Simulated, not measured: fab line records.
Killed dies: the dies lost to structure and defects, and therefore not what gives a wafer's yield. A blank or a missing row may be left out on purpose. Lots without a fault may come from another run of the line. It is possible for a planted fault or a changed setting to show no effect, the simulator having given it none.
A lot that was struck, set against a sound lot | flow sky130 | 27 steps out of a route of 708
Sound: the wafers L172.1, L172.2, L172.4. Struck: wafers L179.1, L179.3, L179.5. At the end, the cause is stated.
Each step with rows lists, per side, the tool, then ch with its chambers, then its first start. Under that, the readings that differ: sound wafers | struck wafers | difference of the means | sigmas: that difference in standard deviations of wafers without a fault.
alike: readings whose means differ by less than 2 such deviations, and words and numbers that are the same on both sides. not compared: withheld readings, readings that some wafer has no value for, bounds like >300 that may hide the same value, and numbers for which the record gives no deviation and whose values overlap.
Wherever a step has rows on one side only, a row that says differs or no value, or a row with sigmas, the two part there. Numbers that don't overlap but have no deviation are shown without sigmas and don't part them. A reading missing from all wafers of one side parts the sides only when that side holds two or more wafers.

SKY_SD_P_OVL_MEAS_08:
  sound: overlay-02 at day 25 20:43; struck: overlay-01 at day 28 11:04
  alike: SD_P_OVL
then, 1 step without rows for these wafers: SKY_SD_P_IMPLANT_09.
SKY_SD_P_STRIP_10: strips in O2/N2.
  sound on plasma_asher-04 ch 0,1, day 25 20:53; struck on plasma_asher-02 ch 0,1, day 28 11:14
  alike: drypump_motor_current_A, n2_flow_sccm, o2_flow_sccm, oes_product_au, strip_time_to_endpoint_s
  not compared: rf_hours_counter_h
SKY_SD_P_TW_MEAS_11:
  sound: film_metro-04 at day 25 20:59; struck: film_metro-02 at day 28 11:20
  alike: SD_P_TW
then, 8 steps without rows for these wafers: SKY_RES_XHIGH_DEHYDRATE_00 (time 60 s); SKY_RES_XHIGH_HMDS_01 (prime time 60 s); SKY_RES_XHIGH_COAT_02 (resist thk 1140 nm); SKY_RES_XHIGH_SOFTBAKE_03 (time 60 s); SKY_RES_XHIGH_EXPOSE_04 (exposes mask URPM, target cd 1270 nm); SKY_RES_XHIGH_PEB_05; SKY_RES_XHIGH_DEVELOP_06 (develop time 60 s); SKY_RES_XHIGH_IMPLANT_07.
SKY_RES_XHIGH_STRIP_08: strips in O2/N2.
  sound on plasma_asher-04 ch 0,1, day 27 01:35; struck on plasma_asher-04 ch 0,1, day 29 15:43
  reading                                        | sound             | struck            | difference                    | sigmas
  oes_product_au (a.u.)                          | 0.709 0.704 0.714 | 0.953 0.953 0.957 | +0.245                        | +57
  strip_time_to_endpoint_s (s)                   | 14.30 14.26 14.28 | - - -             | no value on the struck wafers |
  model.NOVOLAK_of_RES_XHIGH_COAT_02.thk_nm (nm) | 0 0 0             | 49.27 49.16 49.01 | +49.15                        |
  alike: drypump_motor_current_A, n2_flow_sccm, o2_flow_sccm
  not compared: rf_hours_counter_h
SKY_RES_XHIGH_TW_MEAS_09:
  sound: film_metro-02 at day 27 01:41; struck: film_metro-04 at day 29 15:49
  reading      | sound          | struck         | difference | sigmas
  RES_XHIGH_TW | 1642 1652 1648 | 1620 1618 1622 | -27        | -2
then, 7 steps without rows for these wafers: SKY_SD_N_DEHYDRATE_00 (time 60 s); SKY_SD_N_HMDS_01 (prime time 60 s); SKY_SD_N_COAT_02 (resist thk 1140 nm); SKY_SD_N_SOFTBAKE_03 (time 60 s); SKY_SD_N_EXPOSE_04 (exposes mask NSDM, target cd 380 nm); SKY_SD_N_PEB_05; SKY_SD_N_DEVELOP_06 (develop time 60 s).
SKY_SD_N_CD_MEAS_07 targets a cd of 380 nm.
  sound: cd_sem-01 at day 28 06:34; struck: cd_sem-01 at day 30 19:40
  alike: cd_nm
SKY_SD_N_OVL_MEAS_08:
  sound: overlay-02 at day 28 06:41; struck: overlay-02 at day 30 19:47
  alike: SD_N_OVL
then, 2 steps without rows for these wafers: SKY_SD_N_IMPLANT_09; SKY_SD_N_IMPLANT_10.
SKY_SD_N_STRIP_11: strips in O2/N2.
  sound on plasma_asher-03 ch 0,1, day 28 07:01; struck on plasma_asher-02 ch 0,1, day 30 20:07
  reading                      | sound             | struck            | difference | sigmas
  strip_time_to_endpoint_s (s) | 22.43 22.44 22.47 | 23.22 23.20 23.24 | +0.77      | +18
  alike: drypump_motor_current_A, n2_flow_sccm, o2_flow_sccm, oes_product_au
  not compared: rf_hours_counter_h
SKY_SD_N_TW_MEAS_12:
  sound: film_metro-02 at day 28 07:07; struck: film_metro-04 at day 30 20:13
  reading | sound          | struck         | difference | sigmas
  SD_N_TW | 3967 3983 4010 | 3910 3924 3921 | -68        | -3

== WHERE THEY PART ==
Earliest at SKY_RES_XHIGH_STRIP_08; latest, in this record, at SKY_SD_N_TW_MEAS_12.

WHY: what had been put in by the simulator
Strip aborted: plasma_asher-04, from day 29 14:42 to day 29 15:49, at SKY_RES_XHIGH_STRIP_08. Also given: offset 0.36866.
